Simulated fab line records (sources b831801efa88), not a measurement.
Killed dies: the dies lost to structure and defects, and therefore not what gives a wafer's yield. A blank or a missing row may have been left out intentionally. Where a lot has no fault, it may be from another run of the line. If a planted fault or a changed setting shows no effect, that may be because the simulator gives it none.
What tool caused it? -- flow sfq_line -- 14 lots, 42 wafers sampled, at 2 steps of a route of 325

== WHAT THE GAUGES SHOWED, per wafer ==
No reading from a measuring or inspecting step in the record can be judged against a usual standard deviation.

== WHICH TOOL RAN EACH LOT (tool, then ch and the chambers of the sampled wafers, then the start) ==
lot,SFQ_TRILAYER_I7_DEP_PECVD_183,SFQ_TRILAYER_I7_CMP_CMP_184
L845,"pecvd-03 ch 0,1,2, day 72 08:07","cmp-01 ch 0,1,2, day 72 09:53"
L847,"pecvd-02 ch 0,1, day 76 08:19","cmp-01 ch 0,1,3, day 76 15:01"
L848,"pecvd-02 ch 0,1,2, day 76 13:23","cmp-02 ch 1,2,3, day 76 20:01"
L849,"pecvd-03 ch 0,1,2, day 76 18:14","cmp-01 ch 1,2,3, day 77 10:31"
L850,"pecvd-01 ch 0,1,2, day 76 21:50","cmp-02 ch 0,1, day 77 12:48"
L851,"pecvd-02 ch 1,2, day 76 23:14","cmp-02 ch 0,2,3, day 77 15:18"
L852,"pecvd-01 ch 0,2, day 77 00:11","cmp-01 ch 0,1,3, day 77 19:01"
L853,"pecvd-01 ch 0,2, day 77 08:54","cmp-02 ch 0,1, day 77 21:48"
L855,"pecvd-03 ch 0,1, day 81 03:29","cmp-02 ch 1,2, day 81 06:20"
L859,"pecvd-03 ch 0,1, day 85 20:13","cmp-02 ch 1,2, day 85 23:12"
L861,"pecvd-03 ch 0,1,2, day 86 06:50","cmp-02 ch 1,2, day 86 06:55"
L866,"pecvd-01 ch 0,1, day 89 03:29","cmp-02 ch 2,3, day 89 03:33"
L867,"pecvd-02 ch 1,2, day 89 06:17","cmp-01 ch 0,1,2, day 89 07:22"
L868,"pecvd-03 ch 0,1,2, day 89 13:37","cmp-02 ch 0,2, day 89 13:42"
- SFQ_TRILAYER_I7_DEP_PECVD_183: deposits SiO2 from SiH4/N2O, time 111.11 s, target thk 500 nm.
- SFQ_TRILAYER_I7_CMP_CMP_184: polishes SiO2.

== WHAT THE TOOLS THEMSELVES READ (means of the sampled wafers that have a number; where no wafer has one, the mark that the record gives instead) ==
SFQ_TRILAYER_I7_DEP_PECVD_183. Usual: for chamber_pressure_Torr, 2.399 Torr with a standard deviation of 0.005; for heater_power_outer_w, 33 W with a standard deviation of 8.3; for heater_power_w, 90 W with a standard deviation of 13; for rf_fwd_power_W, 182.4 W with a standard deviation of 0.6; for showerhead_vpp_V, 832 V with a standard deviation of 39; for susceptor_temp_C, 150.02 C with a standard deviation of 0.16; for throttle_valve_pct, 24.1 % with a standard deviation of 1.2.
lot,tool,chamber_pressure_Torr (Torr),heater_power_outer_w (W),heater_power_w (W),rf_fwd_power_W (W),showerhead_vpp_V (V),susceptor_temp_C (C),throttle_valve_pct (%),flag
L845,pecvd-03,2.398,32,89,182.8,827,150.06,23.3,
L847,pecvd-02,2.394,31,91,182.3,836,150.21,24.3,
L848,pecvd-02,2.396,34,94,182.2,807,150.01,24.6,
L849,pecvd-03,2.401,33,88,182.8,833,149.99,23.6,
L850,pecvd-01,2.402,35,96,182.1,844,150.20,23.7,
L851,pecvd-02,2.400,37,97,182.9,774,149.98,24.8,
L852,pecvd-01,2.401,27,82,181.3,866,150.10,24.1,
L853,pecvd-01,2.400,28,83,182.4,871,150.10,24.0,
L855,pecvd-03,2.404,29,81,183.8,823,149.96,24.4,
L859,pecvd-03,2.398,9,55,256.0,997,149.89,24.1,OFF
L861,pecvd-03,2.395,10,59,256.2,986,150.01,24.0,OFF
L866,pecvd-01,2.402,37,101,182.8,839,150.08,23.3,
L867,pecvd-02,2.394,40,100,182.3,793,149.97,26.2,
L868,pecvd-03,2.401,35,92,182.5,836,150.05,24.2,

SFQ_TRILAYER_I7_CMP_CMP_184. Usual: motor_current_A 10.0 A, standard deviation 1.1; time_to_endpoint_s 217 s, standard deviation 8.1.
lot,tool,motor_current_A (A),time_to_endpoint_s (s),flag
L845,cmp-01,10.2,214,
L847,cmp-01,10.5,217,
L848,cmp-02,9.7,217,
L849,cmp-01,10.4,218,
L850,cmp-02,10.0,227,
L851,cmp-02,9.9,219,
L852,cmp-01,10.2,210,
L853,cmp-02,10.2,214,
L855,cmp-02,8.9,222,
L859,cmp-02,8.7,273,OFF
L861,cmp-02,8.6,258,OFF
L866,cmp-02,10.3,220,
L867,cmp-01,10.3,215,
L868,cmp-02,9.0,217,

== THE ANSWER, worked out from the rows above alone ==
Rule: a lot counts as off when the mean over its wafers that have a number is more than 3 standard deviations away from the usual mean. A lot without any number at a reading at which 4 lots or more have one is off too. Where the step has rows for the other lots, those lots are counted as sound. First the gauges in route order, then the tools' own readings, where a lot's mean is used as printed above. The first step at which some lot is off is used, and at that step the reading that is off furthest; a lot without a number counts as furthest.
Off: L859, L861, at SFQ_TRILAYER_I7_DEP_PECVD_183 (rf_fwd_power_W).
A tool fits if, at that step or a process step before it, it ran every lot that is off, and no sound lot after the first of them. No candidate that was tried fits.

== WHAT THE SIMULATOR PUT IN ==
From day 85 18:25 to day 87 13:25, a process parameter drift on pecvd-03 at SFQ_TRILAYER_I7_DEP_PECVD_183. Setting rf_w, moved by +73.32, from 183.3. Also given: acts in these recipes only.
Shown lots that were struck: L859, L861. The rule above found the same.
